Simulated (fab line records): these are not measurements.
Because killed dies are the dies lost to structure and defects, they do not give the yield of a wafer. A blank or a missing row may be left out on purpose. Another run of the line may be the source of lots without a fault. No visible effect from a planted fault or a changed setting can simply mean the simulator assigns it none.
Which tool did it?    flow sky130    Sampling: 12 lots, 36 wafers, 4 of 708 route steps

WHAT EACH GAUGE READ, for each wafer
SKY_METAL3_OVL_MEAS_14.
lot   measured      on          METAL3_OVL (nm)
L075  day 38 08:14  overlay-01  -4 -5 -3
L077  day 39 04:56  overlay-02  2 -1 1
L079  day 40 10:10  overlay-01  1 6 -1
L081  day 40 13:59  overlay-01  5 6 -3
L083  day 41 18:14  overlay-02  1 -12 -1
L084  day 41 20:56  overlay-02  -6 1 0
L087  day 42 09:38  overlay-02  -4 0 -5
L089  day 42 18:21  overlay-01  7 1 0
L091  day 43 04:20  overlay-01  6 2 9
L093  day 43 21:54  overlay-02  0 0 0
L095  day 44 13:50  overlay-02  0 1 -9
L097  day 44 21:53  overlay-02  -4 -7 -5

TOOL THAT RAN EACH LOT (tool first, then ch and the chambers of the sampled wafers, then the start)
lot   SKY_LDD_LDN_STRIP_12                 SKY_METAL1_SPUTTER_03        SKY_CAPM_METAL_ETCH_13
L075  plasmaAsher-01 ch 0,1, day 22 13:50  pvdSputter-03, day 31 07:24  rieMetal-03 ch 0,1, day 37 03:46
L077  plasmaAsher-02 ch 0,1, day 23 20:14  pvdSputter-03, day 32 05:53  rieMetal-02 ch 0,1, day 38 02:58
L079  plasmaAsher-01 ch 0,1, day 24 10:37  pvdSputter-03, day 33 12:55  rieMetal-03 ch 0,1, day 39 09:52
L081  plasmaAsher-02 ch 0,1, day 25 07:37  pvdSputter-04, day 33 18:11  rieMetal-03 ch 0,1, day 39 12:58
L083  plasmaAsher-02 ch 0,1, day 26 13:31  pvdSputter-03, day 35 00:55  rieMetal-02 ch 0, day 40 16:59
L084  plasmaAsher-02 ch 0,1, day 26 22:22  pvdSputter-01, day 35 04:58  rieMetal-01 ch 0,1, day 40 20:43
L087  plasmaAsher-02 ch 0,1, day 27 08:01  pvdSputter-04, day 35 18:31  rieMetal-03 ch 0,1, day 41 08:52
L089  plasmaAsher-01 ch 0,1, day 27 23:34  pvdSputter-03, day 36 04:08  rieMetal-02 ch 1, day 41 17:49
L091  plasmaAsher-04 ch 0,1, day 28 11:34  pvdSputter-01, day 36 15:53  rieMetal-01 ch 0,1, day 42 04:52
L093  plasmaAsher-02 ch 0,1, day 29 09:40  pvdSputter-03, day 37 14:31  rieMetal-01 ch 0,1, day 42 22:16
L095  plasmaAsher-04 ch 0,1, day 30 02:59  pvdSputter-01, day 38 08:05  rieMetal-02 ch 0,1, day 43 15:25
L097  plasmaAsher-01 ch 0,1, day 30 10:37  pvdSputter-01, day 38 15:44  rieMetal-03 ch 0,1, day 43 20:54
- SKY_LDD_LDN_STRIP_12: strips in O2/N2.
- SKY_METAL1_SPUTTER_03: material Ti, target thk 5 nm, time 3.3 s.
- SKY_CAPM_METAL_ETCH_13: etches TiN in Cl2/BCl3, stops on SiO2, target depth 220 nm, time 62.9 s.

THE ANSWER, worked out from the rows above alone
Rule: usual is defined by the lots themselves. Put in order of their means at a reading, lots are off if they are a third of the lots or fewer, leave a main group of 4 or more, and stand apart from it by a gap of 3 or more times the standard deviation of the main group's means; of several such gaps the widest counts. A main group is skipped when, at the precision printed for the reading in the tables above, its means are all equal. A lot without any number at a reading at which 4 lots or more have one is off too. Any other lot the step has rows for is counted as sound.
None of the lots is off at any reading shown; this tells nothing.

WHAT HAD BEEN PUT IN BY THE SIMULATOR
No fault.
